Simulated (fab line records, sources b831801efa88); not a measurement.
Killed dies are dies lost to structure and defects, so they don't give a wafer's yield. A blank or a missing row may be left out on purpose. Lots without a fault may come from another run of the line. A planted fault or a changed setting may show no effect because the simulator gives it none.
fab line records | flow sky130
record lots=10 wafers=30 last_day=50
route steps=708 shown RES_XHIGH@339 LOCAL_INTERCONNECT@387 METAL1@454 VIA1@472
lots that met no fault: from a run of the same line without faults
start_h: hours from the record's first day to the start of the lot's first wafer shown | wait_h: hours since the lot's step before | " the same as in the row above | L1.1+2: a row that stands for several wafers | - no value, or no start given | * or withheld: withheld | < > ~ a bound
route shown NAME@n: a module of which the file shows steps, and the number in the route of the first | usual: mean/standard deviation of fault-free wafers | same: alike in all rows | chamber/n: place in a boat | sites: the reading at each site | _std_site: their standard deviation | _edge_site: outer sites' mean less inner sites' | radius_mm: how far each site lies from the wafer's centre | mask NAME#n: copy n | behind: the tool/chamber that last shaped the wafer | hold: why the lot was held/for how many hours/how that ended | device: the transistor (n, p or np) that didn't switch | end of line: the same wafers' tests at the end of the route | a step without rows: its recipe alone | killed: dies lost to structure and defects at the first sort, not the wafer's yield | map: a wafer's dies, x killed, . not, _ none there
set.NAME: the setting as run; set.NAME@STEP: as run at that earlier step | model.NAME: the simulator's own value behind a step, which no gauge read
steps of the route over a sample of lots; a table a step, a row a wafer
services: from which hour (start_h, from the record's first day; less than 0 if before it) a tool's chamber was out of use, for how many hours, and why
## steps
# step SKY_RES_XHIGH_IMPLANT_07
# recipe species=BF2 energy_kev=20 dose_cm2=3.6e+14 tilt_deg=0
# usual beam_on_s=41.3/1.9
# columns lot.wafer tool chamber start_h wait_h beam_on_s
L356.3 implanter-01 0 611.75 0.1 42.4
L356.4 " 0 " " 42.8
L356.5 " 0 " " 43.2
L357.3 implanter-03 0 624.18 0.1 41.7
L357.4 " 0 " " 42.1
L357.6 " 0 " " 42.9
L358.1 implanter-04 0 646.50 0.1 38.3
L358.2 " 0 " " 39.3
L358.3 " 0 " " 38.6
L362.2 implanter-01 0 675.15 0.1 43.2
L362.5 " 0 " " 43.0
L362.6 " 0 " " 42.2
L364.3 implanter-04 0 691.20 0.1 38.2
L364.5 " 0 " " 39.9
L364.6 " 0 " " 37.9
L365.3 implanter-01 0 696.28 0.1 41.7
L365.5 " 0 " " 43.0
L365.6 " 0 " " 42.3
L366.1 implanter-03 0 703.90 0.1 41.4
L366.4 " 0 " " 41.8
L366.6 " 0 " " 42.1
L368.3 implanter-03 0 720.55 0.1 42.9
L368.5 " 0 " " 43.9
L368.6 " 0 " " 41.8
L368.3 implanter-03 0 720.87 0.3 42.5
L368.5 " 0 " " 43.3
L368.6 " 0 " " 42.8
L373.1 implanter-01 0 759.88 0.1 43.7
L373.2 " 0 " " 42.1
L373.6 " 0 " " 40.6
L373.1 implanter-01 0 760.20 0.3 43.0
L373.2 " 0 " " 43.4
L373.6 " 0 " " 44.0
L378.1 implanter-03 0 791.22 0.2 41.3
L378.2 " 0 " " 42.3
L378.6 " 0 " " 41.6
L378.1 implanter-03 0 791.53 0.3 42.1
L378.2 " 0 " " 42.0
L378.6 " 0 " " 41.2
# step SKY_RES_XHIGH_STRIP_08
# recipe chemistry=O2/N2 power_w=1400 pressure_mtorr=1500 platen_temp_c=withheld o2_flow_sccm=3000 n2_flow_sccm=300 overash_fraction=0.5
# usual chamber_pressure_mTorr=1500.0/1.1 drypump_motor_current_A=5.4/0.36 oes_product_au=0.711/0.004 strip_time_to_endpoint_s=14.27/0.035
# columns lot.wafer tool chamber start_h wait_h chamber_pressure_mTorr drypump_motor_current_A oes_product_au rf_hours_counter_h strip_time_to_endpoint_s
L356.3 plasma_asher-02 0 611.88 0.1 1500.9 6.1 0.718 - 14.26
L356.4 " 1 " " 1498.9 5.3 0.706 - 14.23
L356.5 " 0 " " 1499.9 6.0 0.712 - 14.28
L357.3 plasma_asher-04 0 624.31 0.1 1499.1 5.1 0.705 - 14.26
L357.4 " 1 " " 1499.9 5.4 0.710 - 14.22
L357.6 " 0 " " 1500.5 5.1 0.716 - 14.23
L358.1 plasma_asher-01 0 646.65 0.1 1501.3 5.4 0.707 83 14.30
L358.2 " 1 " " 1499.9 4.9 0.708 83 14.24
L358.3 " 1 " " 1500.2 4.9 0.710 - 14.28
L362.2 plasma_asher-04 1 675.28 0.1 1499.9 5.3 0.709 98 14.26
L362.5 " 0 " " 1502.6 5.1 0.705 - 14.26
L362.6 " 1 " " 1499.1 5.3 0.707 - 14.27
L364.3 plasma_asher-02 1 691.33 0.1 1500.3 5.3 0.715 - 14.25
L364.5 " 1 " " 1502.2 5.3 0.710 - 14.24
L364.6 " 0 " " 1499.0 6.0 0.708 - 14.25
L365.3 plasma_asher-01 1 696.41 0.1 1499.3 4.9 0.714 - 14.25
L365.5 " 1 " " 1499.1 4.9 0.713 - 14.29
L365.6 " 0 " " 1500.2 5.4 0.714 - 14.25
L366.1 plasma_asher-02 1 704.05 0.1 1499.8 5.4 0.711 28 14.30
L366.4 " 0 " " 1498.7 6.0 0.711 - 14.20
L366.6 " 0 " " 1500.8 6.0 0.713 - 14.24
L368.3 plasma_asher-04 0 721.00 0.1 1499.1 5.1 0.686 - 15.06
L368.5 " 1 " " 1499.8 5.4 0.686 - 15.07
L368.6 " 0 " " 1501.4 5.1 0.684 - 15.02
L373.1 plasma_asher-04 1 760.35 0.1 1499.5 5.4 0.690 2 15.05
L373.2 " 0 " " 1498.8 5.1 0.686 2 15.04
L373.6 " 1 " " 1500.1 5.4 0.682 - 15.09
L378.1 plasma_asher-04 0 791.68 0.1 1501.0 5.1 0.686 5 15.12
L378.2 " 1 " " 1500.6 5.4 0.693 5 15.11
L378.6 " 1 " " 1499.4 5.4 0.682 - 15.04
# step SKY_RES_XHIGH_TW_MEAS_09
# usual RES_XHIGH_TW=1642/9.2
# columns lot.wafer tool chamber start_h wait_h RES_XHIGH_TW
L356.3 film_metro-01 - 611.97 0.1 1651
L356.4 " - " " 1645
L356.5 " - " " 1646
L357.3 film_metro-04 - 624.40 0.1 1643
L357.4 " - " " 1644
L357.6 " - " " 1650
L358.1 film_metro-04 - 646.75 0.1 1646
L358.2 " - " " 1656
L358.3 " - " " 1650
L362.2 film_metro-04 - 675.39 0.1 1645
L362.5 " - " " 1639
L362.6 " - " " 1639
L364.3 film_metro-01 - 691.42 0.1 1638
L364.5 " - " " 1633
L364.6 " - " " 1634
L365.3 film_metro-01 - 696.50 0.1 1639
L365.5 " - " " 1630
L365.6 " - " " 1625
L366.1 film_metro-01 - 704.15 0.1 1635
L366.4 " - " " 1638
L366.6 " - " " 1628
L368.3 film_metro-04 - 721.10 0.1 2006
L368.5 " - " " 2006
L368.6 " - " " 2011
L373.1 film_metro-04 - 760.62 0.2 2013
L373.2 " - " " 2032
L373.6 " - " " 2025
L378.1 film_metro-04 - 791.80 0.1 2001
L378.2 " - " " 2019
L378.6 " - " " 2018
# step SKY_SD_N_RS_MEAS_18
# recipe thk_meas_gauge=four-point-probe
# usual RES_XHIGH_RS=333.4/1.1
# columns lot.wafer tool chamber start_h wait_h RES_XHIGH_RS[ohm/sq]
L356.3 film_metro-03 - 642.14 0.1 333.5
L356.4 " - " " 334.5
L356.5 " - " " 333.6
L357.3 film_metro-03 - 654.28 0.1 332.5
L357.4 " - " " 332.3
L357.6 " - " " 332.6
L358.1 film_metro-04 - 676.78 0.1 332.9
L358.2 " - " " 332.3
L358.3 " - " " 332.4
L362.2 film_metro-04 - 704.46 0.1 333.9
L362.5 " - " " 333.6
L362.6 " - " " 333.5
L364.3 film_metro-04 - 719.25 0.1 332.4
L364.5 " - " " 333.9
L364.6 " - " " 332.8
L365.3 film_metro-03 - 724.83 0.1 332.5
L365.5 " - " " 333.1
L365.6 " - " " 333.7
L366.1 film_metro-03 - 732.26 0.1 332.6
L366.4 " - " " 333.2
L366.6 " - " " 333.6
L368.3 film_metro-01 - 748.55 0.1 204.3
L368.5 " - " " 204.2
L368.6 " - " " 204.1
L373.1 film_metro-01 - 787.05 0.1 204.8
L373.2 " - " " 205.5
L373.6 " - " " 204.6
L378.1 film_metro-03 - 818.18 0.1 204.7
L378.2 " - " " 204.8
L378.6 " - " " 204.4
# step SKY_LOCAL_INTERCONNECT_SPUTTER_00
# recipe material=TiN target_thk_nm=100 temp_c=300 power_w=6500 time_s=83.3 chamber_pressure_pa=0.4
# usual throttle_valve_pct=30.2/0.94
# columns lot.wafer tool chamber start_h wait_h throttle_valve_pct
L356.3 pvd_sputter-03 - 672.80 0.1 30.8
L356.4 " - " " 29.6
L356.5 " - " " 30.8
L357.3 pvd_sputter-02 - 685.36 0.2 29.5
L357.4 " - " " 30.9
L357.6 " - " " 30.7
L358.1 pvd_sputter-03 - 706.72 0.2 29.1
L358.2 " - " " 30.7
L358.3 " - " " 29.4
L362.2 pvd_sputter-04 - 733.82 0.2 29.8
L362.5 " - " " 30.1
L362.6 " - " " 29.7
L364.3 pvd_sputter-04 - 747.52 0.1 30.4
L364.5 " - " " 29.7
L364.6 " - " " 31.6
L365.3 pvd_sputter-02 - 752.97 0.2 31.3
L365.5 " - " " 29.7
L365.6 " - " " 30.3
L366.1 pvd_sputter-02 - 761.14 0.2 30.6
L366.4 " - " " 29.4
L366.6 " - " " 31.1
L368.3 pvd_sputter-03 - 777.79 0.2 31.0
L368.5 " - " " 27.7
L368.6 " - " " 29.6
L373.1 pvd_sputter-04 - 815.35 0.1 30.1
L373.2 " - " " 31.4
L373.6 " - " " 29.8
L378.1 pvd_sputter-04 - 845.90 0.1 30.4
L378.2 " - " " 29.9
L378.6 " - " " 30.2
# step SKY_METAL1_STRIP_20
# recipe chemistry=O2/N2 power_w=1400 pressure_mtorr=1500 platen_temp_c=withheld o2_flow_sccm=3000 n2_flow_sccm=300 overash_fraction=0.5
# usual chamber_pressure_mTorr=1500.0/1.5 drypump_motor_current_A=5.6/0.33 oes_product_au=0.344/0.0048 strip_time_to_endpoint_s=2.72/0.043
# columns lot.wafer tool chamber start_h wait_h chamber_pressure_mTorr drypump_motor_current_A oes_product_au rf_hours_counter_h strip_time_to_endpoint_s
L356.3 plasma_asher-02 0 758.99 0.1 1501.1 6.0 0.348 - 2.72
L356.4 " 1 " " 1501.6 5.4 0.350 - 2.72
L356.5 " 1 " " 1497.6 5.4 0.346 - 2.67
L357.3 plasma_asher-03 1 773.38 0.1 1502.5 5.7 0.342 - 2.70
L357.4 " 0 " " 1497.9 5.6 0.353 - 2.72
L357.6 " 0 " " 1499.6 5.6 0.350 - 2.74
L358.1 plasma_asher-03 0 791.88 0.2 1501.1 5.6 0.342 66 2.73
L358.2 " 1 " " 1502.8 5.7 0.350 66 2.74
L358.3 " 0 " " 1498.1 5.6 0.342 - 2.72
L362.2 plasma_asher-03 0 817.14 0.1 1498.6 5.6 0.349 69 2.74
L362.5 " 1 " " 1501.8 5.7 0.346 - 2.72
L362.6 " 0 " " 1498.7 5.6 0.348 - 2.74
L364.3 plasma_asher-03 1 831.54 0.1 1502.6 5.7 0.343 - 2.68
L364.5 " 0 " " 1501.2 5.6 0.350 - 2.68
L364.6 " 1 " " 1497.9 5.7 0.342 - 2.71
L365.3 plasma_asher-02 1 832.67 0.1 1501.2 5.4 0.344 - 2.79
L365.5 " 1 " " 1502.7 5.3 0.353 - 2.76
L365.6 " 0 " " 1499.7 6.0 0.353 - 2.78
L366.1 plasma_asher-02 1 842.81 0.1 1500.8 5.4 0.339 41 2.69
L366.4 " 1 " " 1500.0 5.3 0.344 - 2.73
L366.6 " 1 " " 1497.8 5.4 0.337 - 2.71
L368.3 plasma_asher-03 0 859.22 0.1 1500.7 5.6 0.341 - 2.75
L368.5 " 0 " " 1499.0 5.6 0.341 - 2.75
L368.6 " 1 " " 1502.6 5.7 0.348 - 2.76
L373.1 plasma_asher-01 1 897.07 0.1 1499.4 4.9 0.339 107 2.67
L373.2 " 0 " " 1498.0 5.4 0.345 107 2.64
L373.6 " 1 " " 1501.3 4.9 0.340 - 2.66
L378.1 plasma_asher-02 1 925.31 0.1 1502.4 5.3 0.354 50 2.78
L378.2 " 0 " " 1499.8 6.0 0.339 50 2.62
L378.6 " 1 " " 1497.8 5.3 0.349 - 2.75
# step SKY_VIA1_ETCH_14
# recipe chemistry=N2/H2 target=BARC ion_energy_ev=200 source_w=500 bias_w=100 pressure_mtorr=30 n2_flow_sccm=100 h2_flow_sccm=200 stop_on=SiO2 time_s=45.9 target_depth_a=600
# usual chamber_pressure_mTorr=30.00/0.032 drypump_motor_current_A=5.7/0.49 oes_product_au=0.855/0.0046 throttle_valve_pct=13.225/0.009
# columns lot.wafer tool chamber start_h wait_h chamber_pressure_mTorr drypump_motor_current_A oes_product_au rf_hours_counter_h throttle_valve_pct
L356.3 rie_diel-01 3 786.47 0.0 30.00 4.8 0.854 16 13.233
L356.4 " 1 " " 29.95 6.1 0.852 16 13.228
L356.5 " 3 " " 29.98 4.8 0.861 - 13.216
L357.3 rie_diel-01 2 800.94 0.0 29.96 5.9 0.850 13 13.224
L357.4 " 3 " " 29.97 4.8 0.852 16 13.207
L357.6 " 3 " " 29.98 4.8 0.847 - 13.206
L358.1 rie_diel-01 0 819.21 0.0 30.00 6.0 0.847 4 13.225
L358.2 " 1 " " 30.01 6.1 0.856 17 13.223
L358.3 " 3 " " 30.02 4.8 0.854 16 13.217
L362.2 rie_diel-03 1 844.42 0.0 30.02 5.6 0.859 18 13.235
L362.5 " 2 " " 30.02 6.2 0.855 - 13.222
L362.6 " 1 " " 29.98 5.6 0.856 - 13.217
L364.3 rie_diel-03 0 858.04 0.0 29.97 6.2 0.860 20 13.226
L364.5 " 2 " " 29.98 6.2 0.854 - 13.226
L364.6 " 3 " " 29.99 6.0 0.853 - 13.225
L365.3 rie_diel-01 2 859.61 0.0 30.01 5.9 0.854 14 13.220
L365.5 " 0 " " 29.99 6.0 0.859 - 13.227
L365.6 " 1 " " 30.04 6.1 0.861 - 13.223
L366.1 rie_diel-03 0 870.02 0.0 30.03 6.2 0.850 21 13.219
L366.4 " 2 " " 30.01 6.2 0.855 25 13.228
L366.6 " 2 " " 29.96 6.2 0.855 - 13.218
L368.3 rie_diel-01 1 886.51 0.0 29.96 6.1 0.864 19 13.240
L368.5 " 3 " " 29.99 4.8 0.857 - 13.222
L368.6 " 2 " " 29.97 5.8 0.857 - 13.238
L373.1 rie_diel-03 3 923.56 0.0 30.00 6.0 0.851 23 13.226
L373.2 " 0 " " 30.02 6.2 0.860 22 13.227
L373.6 " 0 " " 30.00 6.2 0.861 - 13.227
L378.1 rie_diel-02 1 951.31 0.0 29.98 5.0 0.851 4 13.221
L378.2 " 0 " " 30.02 5.4 0.847 10 13.229
L378.6 " 2 " " 29.98 6.0 0.852 - 13.222
## services
# columns tool chamber start_h hours kind
implanter-01 - 598.18 2.0 repair
rie_diel-03 2 599.69 10.1 repair
rie_diel-01 0 616.10 10.4 repair
rie_diel-03 - 634.56 2.8 pm
rie_diel-01 2 663.90 16.6 repair
plasma_asher-03 - 664.83 2.4 repair
plasma_asher-02 - 664.91 2.8 pm
implanter-01 - 693.40 2.8 repair
rie_diel-01 0 694.52 5.6 repair
rie_diel-01 3 701.86 15.4 repair
plasma_asher-03 - 711.42 1.4 repair
implanter-03 - 724.31 3.3 pm
plasma_asher-04 - 733.75 9.0 pm
plasma_asher-02 - 741.09 4.3 pm
implanter-01 - 745.34 1.7 repair
plasma_asher-02 - 747.26 3.0 repair
plasma_asher-03 - 750.34 0.6 repair
rie_diel-01 0 766.27 5.0 repair
implanter-01 - 832.05 0.6 repair
implanter-03 - 856.29 1.8 pm
implanter-01 - 867.51 2.5 repair
implanter-01 - 870.50 3.0 pm
rie_diel-01 2 934.68 7.0 repair
implanter-01 - 937.68 1.9 repair
## key
first_sign step=SKY_RES_XHIGH_IMPLANT_07 reading=visit direction=added
effect step=SKY_RES_XHIGH_STRIP_08 reading=strip_time_to_endpoint_s direction=up sigmas=23 usual=* struck=*
effect step=SKY_RES_XHIGH_TW_MEAS_09 reading=RES_XHIGH_TW direction=up sigmas=41 usual=1642 struck=2015
effect step=SKY_SD_N_RS_MEAS_18 reading=RES_XHIGH_RS direction=down sigmas=99+ usual=333.4 struck=204.6
met_at SKY_RES_XHIGH_IMPLANT_07
struck_lots L368,L373,L378
tester_left_out L368,L373,L378
not_acting_at SKY_LOCAL_INTERCONNECT_SPUTTER_00,SKY_METAL1_STRIP_20,SKY_VIA1_ETCH_14
fault kind=repeated_step_whole tool=implanter-01,implanter-03,implanter-04 chamber=- onset_h=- steps=SKY_RES_XHIGH_IMPLANT_07 times=1 scope=struck_lots_only
# tester_left_out: of these lots the tester's yield and bins aren't shown, on N5 and GAA mostly nor the transistor test; their killed dies are dies lost to structure and defects alone, not to doping, threshold or leakage, so they don't give the yield
